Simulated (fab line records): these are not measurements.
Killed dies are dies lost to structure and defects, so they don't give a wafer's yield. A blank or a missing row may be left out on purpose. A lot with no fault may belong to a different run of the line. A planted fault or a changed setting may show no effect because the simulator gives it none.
Struck lot and sound lot, side by side | flow sky130 | 18 out of 708 route steps
Sound: these wafers, L629.2, L629.4, L629.6. Struck: wafers L640.3, L640.4, L640.6. The cause is given at the end.
Each step with rows lists, per side, the tool, then ch with its chambers, then its first start. Under that, the readings that differ: sound wafers | struck wafers | difference of the means | sigmas: that difference in standard deviations of wafers without a fault.
alike: readings whose means differ by less than 2 such deviations, and words and numbers that are the same on both sides. not compared: withheld readings, readings that some wafer has no value for, bounds like >300 that may hide the same value, and numbers for which the record gives no deviation and whose values overlap.
Wherever a step has rows on one side only, a row that says differs or no value, or a row with sigmas, the two part there. Numbers that have no deviation but don't overlap get no sigmas and don't part them. A reading missing from all wafers of one side parts the sides only when that side holds two or more wafers.

first, 1 step without rows for these wafers: SKY_NWELL_IMPLANT_24.
SKY_NWELL_STRIP_25: strips in O2/N2.
  sound on plasma_asher-02 ch 1, day 6 02:07; struck on plasma_asher-01 ch 0,1, day 8 18:03
  alike: drypump_motor_current_A, oes_product_au, strip_time_to_endpoint_s
  not compared: rf_hours_counter_h
SKY_NWELL_TW_MEAS_26:
  struck on film_metro-01, day 8 18:08; sound on film_metro-04, day 6 02:14
  alike: NWELL_2_TW
then, 1 step without rows for these wafers: SKY_NWELL_CLEAN_27 (cleans in SC1/SC2, time 150 s).
SKY_NWELL_RTA_28: time 30 s.
  sound on rtp_anneal-01 ch 0, day 6 02:21; struck on rtp_anneal-01 ch 0, day 8 18:16
  alike: lamp_power_pct, wafer_temp_C_max
SKY_NWELL_RS_MEAS_29: a four-point-probe measurement.
  struck on film_metro-04, day 8 18:22; sound on film_metro-01, day 6 02:27
  alike: NWELL_RS
SKY_NWELL_RS_MEAS_31: a four-point-probe measurement.
  struck on film_metro-04, day 8 18:37; sound on film_metro-01, day 6 02:41
  alike: PWDE_RS
then, 4 steps without rows for these wafers: SKY_VT_ADJUST_HVTP_DEHYDRATE_00 (time 60 s); SKY_VT_ADJUST_HVTP_HMDS_01 (prime time 60 s); SKY_VT_ADJUST_HVTP_COAT_02 (resist thk 1140 nm); SKY_VT_ADJUST_HVTP_SOFTBAKE_03 (time 60 s).
SKY_VT_ADJUST_HVTP_EXPOSE_04: exposes mask HVTPM, target cd 380 nm.
  sound on iline_stepper-02 ch 0, day 6 12:10; struck on iline_stepper-02 ch 0, day 9 05:40
  reading                                | sound                | struck               | difference | sigmas
  model.VT_ADJUST_HVTP.overlay_x_nm (nm) | 0.1118 0.1118 0.1118 | -120.4 -120.4 -120.4 | -120.5     |
  alike: mask
then, 2 steps without rows for these wafers: SKY_VT_ADJUST_HVTP_PEB_05; SKY_VT_ADJUST_HVTP_DEVELOP_06 (develop time 60 s).
SKY_VT_ADJUST_HVTP_CD_MEAS_07 targets a cd of 380 nm.
  struck on cd_sem-01, day 9 14:59; sound on cd_sem-01, day 6 20:55
  reading    | sound             | struck            | difference | sigmas
  cd_nm (nm) | 381.0 382.2 379.7 | 377.6 377.6 375.4 | -4.1       | -2
SKY_VT_ADJUST_HVTP_OVL_MEAS_08:
  struck on overlay-01, day 9 15:05; sound on overlay-02, day 6 21:02
  reading                 | sound         | struck               | difference | sigmas
  VT_ADJUST_HVTP_OVL (nm) | 0.5 -0.4 -0.4 | -121.8 -119.9 -121.5 | -121.0     | -86
next, for these wafers, 1 step has no rows: SKY_VT_ADJUST_HVTP_IMPLANT_09.
-- record jumps: 39 days separate the struck wafers' starts on either side; left off in module VT_ADJUST_HVTP, taken up again in module PAD_OPEN, whose first shown step is the route's number 708 --
SKY_PAD_OPEN_PROBE_99:
  struck on prober-02, day 48 22:04; sound on prober-01, day 46 14:40
  reading                                    | sound                   | struck                  | difference | sigmas
  model.etest.sram_pfet_latch.drive_ua_um    | 137.3 140.6 137.3       | 175.9 178.1 177.5       | +38.8      |
  model.etest.pfet_01v8_hvt.drive_ua_um      | 139.1 139.6 137.4       | 162.5 165.9 164.7       | +25.7      |
  model.etest.sram_pfet_latch.off_log10_a_um | -12.87 -12.84 -12.86    | -10.68 -10.86 -10.65    | +2.13      |
  model.etest.pfet_01v8_hvt.off_log10_a_um   | -13.25 -13.19 -13.13    | -12.07 -12.06 -12.21    | +1.08      |
  model.etest.sram_pfet_latch.vt_sat_v (V)   | -0.7944 -0.7722 -0.7849 | -0.5712 -0.5708 -0.5651 | +0.2148    |
  model.etest.pfet_01v8_hvt.vt_sat_v (V)     | -0.828 -0.8281 -0.8307  | -0.6865 -0.6883 -0.6922 | +0.1399    |
  model.etest.sram_pfet_latch.vt_v (V)       | -0.9201 -0.8996 -0.9062 | -0.8049 -0.8021 -0.7955 | +0.1078    |
  model.etest.pfet_01v8_hvt.vt_v (V)         | -0.8938 -0.8946 -0.8952 | -0.8064 -0.8072 -0.807  | +0.0877    |
  alike: killed_at_M0_to_M3, killed_at_M4_up, killed_at_contacts, killed_at_front_end, killed_at_other, killed_dies, killed_open, killed_short

== WHERE THEY PART ==
At SKY_VT_ADJUST_HVTP_CD_MEAS_07 first; at SKY_VT_ADJUST_HVTP_OVL_MEAS_08 last (within this record only). Later steps at which nothing parts them and some readings are alike: SKY_PAD_OPEN_PROBE_99.

WHY: the cause the simulator had injected
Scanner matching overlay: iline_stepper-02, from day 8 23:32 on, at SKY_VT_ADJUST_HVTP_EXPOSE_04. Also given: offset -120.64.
